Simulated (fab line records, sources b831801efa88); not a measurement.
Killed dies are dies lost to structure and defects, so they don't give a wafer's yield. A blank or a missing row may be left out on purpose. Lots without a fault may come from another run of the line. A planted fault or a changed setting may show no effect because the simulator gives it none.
Which tool did it? | flow sky130 | 14 lots, 42 wafers sampled, at 4 steps of a route of 708

WHAT THE GAUGES READ, wafer by wafer
The record holds no reading of a measuring or inspecting step that can be judged against a usual standard deviation.

WHICH TOOL RAN EACH LOT (tool, then ch and the chambers of the sampled wafers, then the start)
lot  | SKY_METAL3_SPUTTER_02        | SKY_METAL3_SPUTTER_04        | SKY_VIA3_SPUTTER_20          | SKY_METAL4_DEVELOP_12
L908 | pvd_sputter-01, day 36 08:25 | pvd_sputter-01, day 36 08:29 | pvd_sputter-04, day 39 16:20 | litho_track-01 ch 0, day 41 17:00
L910 | pvd_sputter-01, day 37 03:47 | pvd_sputter-01, day 37 03:50 | pvd_sputter-02, day 40 10:59 | litho_track-03 ch 0, day 42 12:00
L914 | pvd_sputter-03, day 38 14:02 | pvd_sputter-03, day 38 14:05 | pvd_sputter-02, day 41 17:08 | litho_track-04 ch 0, day 43 17:00
L915 | pvd_sputter-02, day 39 03:38 | pvd_sputter-02, day 39 03:41 | pvd_sputter-02, day 42 08:14 | litho_track-04 ch 0, day 44 07:00
L916 | pvd_sputter-01, day 39 06:38 | pvd_sputter-01, day 39 06:42 | pvd_sputter-04, day 42 09:56 | litho_track-04 ch 0, day 44 08:00
L917 | pvd_sputter-01, day 39 10:45 | pvd_sputter-01, day 39 10:49 | pvd_sputter-02, day 42 16:55 | litho_track-04 ch 0, day 44 14:00
L918 | pvd_sputter-03, day 39 18:34 | pvd_sputter-03, day 39 18:37 | pvd_sputter-01, day 42 20:47 | litho_track-03 ch 0, day 44 19:00
L919 | pvd_sputter-02, day 40 03:35 | pvd_sputter-02, day 40 03:38 | pvd_sputter-04, day 43 03:32 | litho_track-04, day 45 00:00
L920 | pvd_sputter-01, day 40 16:02 | pvd_sputter-01, day 40 16:06 | pvd_sputter-02, day 43 16:25 | litho_track-03, day 45 13:00
L926 | pvd_sputter-02, day 42 03:21 | pvd_sputter-02, day 42 03:25 | pvd_sputter-02, day 45 02:05 | litho_track-04 ch 0, day 46 20:00
L927 | pvd_sputter-01, day 42 05:12 | pvd_sputter-01, day 42 05:16 | pvd_sputter-04, day 45 03:25 | litho_track-04 ch 0, day 46 22:00
L928 | pvd_sputter-01, day 42 22:30 | pvd_sputter-01, day 42 22:34 | pvd_sputter-02, day 45 19:42 | litho_track-03 ch 0, day 47 14:00
L931 | pvd_sputter-01, day 43 05:29 | pvd_sputter-01, day 43 05:32 | pvd_sputter-04, day 46 01:16 | litho_track-03 ch 0, day 47 18:00
L930 | pvd_sputter-03, day 43 06:11 | pvd_sputter-03, day 43 06:14 | pvd_sputter-02, day 46 02:37 | litho_track-03 ch 0, day 47 20:00
- SKY_METAL3_SPUTTER_02: material AlCu, target thk 735 nm, time 39.1 s.
- SKY_METAL3_SPUTTER_04: material TiN, target thk 70 nm, time 58.3 s.
- SKY_VIA3_SPUTTER_20: material TiN, target thk 20 nm, time 80 s.
- SKY_METAL4_DEVELOP_12: develop time 60 s.

WHAT THE TOOLS THEMSELVES READ (means of the sampled wafers that have a number; where no wafer has one, the mark that the record gives instead)
SKY_METAL3_SPUTTER_02.
lot  | tool           | throttle_valve_pct (%)
L908 | pvd_sputter-01 | 29.2
L910 | pvd_sputter-01 | 29.9
L914 | pvd_sputter-03 | 29.8
L915 | pvd_sputter-02 | 30.2
L916 | pvd_sputter-01 | 30.7
L917 | pvd_sputter-01 | 31.3
L918 | pvd_sputter-03 | 30.1
L919 | pvd_sputter-02 | 30.4
L920 | pvd_sputter-01 | 30.6
L926 | pvd_sputter-02 | 30.3
L927 | pvd_sputter-01 | 29.7
L928 | pvd_sputter-01 | 30.3
L931 | pvd_sputter-01 | 29.2
L930 | pvd_sputter-03 | 29.7

SKY_METAL3_SPUTTER_04.
lot  | tool           | throttle_valve_pct (%)
L908 | pvd_sputter-01 | 29.1
L910 | pvd_sputter-01 | 29.9
L914 | pvd_sputter-03 | 30.0
L915 | pvd_sputter-02 | 30.2
L916 | pvd_sputter-01 | 30.5
L917 | pvd_sputter-01 | 31.1
L918 | pvd_sputter-03 | 30.0
L919 | pvd_sputter-02 | 30.4
L920 | pvd_sputter-01 | 30.6
L926 | pvd_sputter-02 | 30.2
L927 | pvd_sputter-01 | 29.9
L928 | pvd_sputter-01 | 30.6
L931 | pvd_sputter-01 | 29.0
L930 | pvd_sputter-03 | 29.8

SKY_VIA3_SPUTTER_20.
lot  | tool           | throttle_valve_pct (%)
L908 | pvd_sputter-04 | 29.8
L910 | pvd_sputter-02 | 30.5
L914 | pvd_sputter-02 | 30.2
L915 | pvd_sputter-02 | 30.2
L916 | pvd_sputter-04 | 29.8
L917 | pvd_sputter-02 | 30.0
L918 | pvd_sputter-01 | 31.1
L919 | pvd_sputter-04 | 29.1
L920 | pvd_sputter-02 | 29.9
L926 | pvd_sputter-02 | 30.2
L927 | pvd_sputter-04 | 30.3
L928 | pvd_sputter-02 | 29.9
L931 | pvd_sputter-04 | 30.1
L930 | pvd_sputter-02 | 30.0

SKY_METAL4_DEVELOP_12.
lot  | tool           | chill_plate_temp_C (C)
L908 | litho_track-01 | 23.03
L910 | litho_track-03 | 23.07
L914 | litho_track-04 | 23.03
L915 | litho_track-04 | 22.99
L916 | litho_track-04 | 22.88
L917 | litho_track-04 | 23.02
L918 | litho_track-03 | 23.11
L919 | litho_track-04 | -
L920 | litho_track-03 | -
L926 | litho_track-04 | 22.98
L927 | litho_track-04 | 22.97
L928 | litho_track-03 | 22.96
L931 | litho_track-03 | 22.94
L930 | litho_track-03 | 22.87

THE ANSWER, worked out from the rows above alone
Rule: what is usual is taken from the lots themselves. Put in order of their means at a reading, lots are off if they are a third of the lots or fewer, leave a main group of 4 or more, and stand apart from it by a gap of 3 or more times the standard deviation of the main group's means; of several such gaps the widest counts. A main group whose means are all the same, to the digits that the tables above print for the reading, isn't used. A lot without any number at a reading at which 4 lots or more have one is off too. The other lots that the step has rows for count as sound. The gauges are gone through in route order, then the tools' own readings, and for those a lot's mean is taken as printed above. The first step at which some lot is off is used, and at that step the reading that is off furthest; a lot without a number counts as furthest.
Off: L919, L920, at SKY_METAL4_DEVELOP_12 (chill_plate_temp_C). Without a number there: L919, L920. The main group: mean 22.99 C, standard deviation 0.068.
A tool fits if, at that step or a process step before it, it ran every lot that is off, and no sound lot after the first of them. None of those tried fits.

WHAT THE SIMULATOR HAD PUT IN
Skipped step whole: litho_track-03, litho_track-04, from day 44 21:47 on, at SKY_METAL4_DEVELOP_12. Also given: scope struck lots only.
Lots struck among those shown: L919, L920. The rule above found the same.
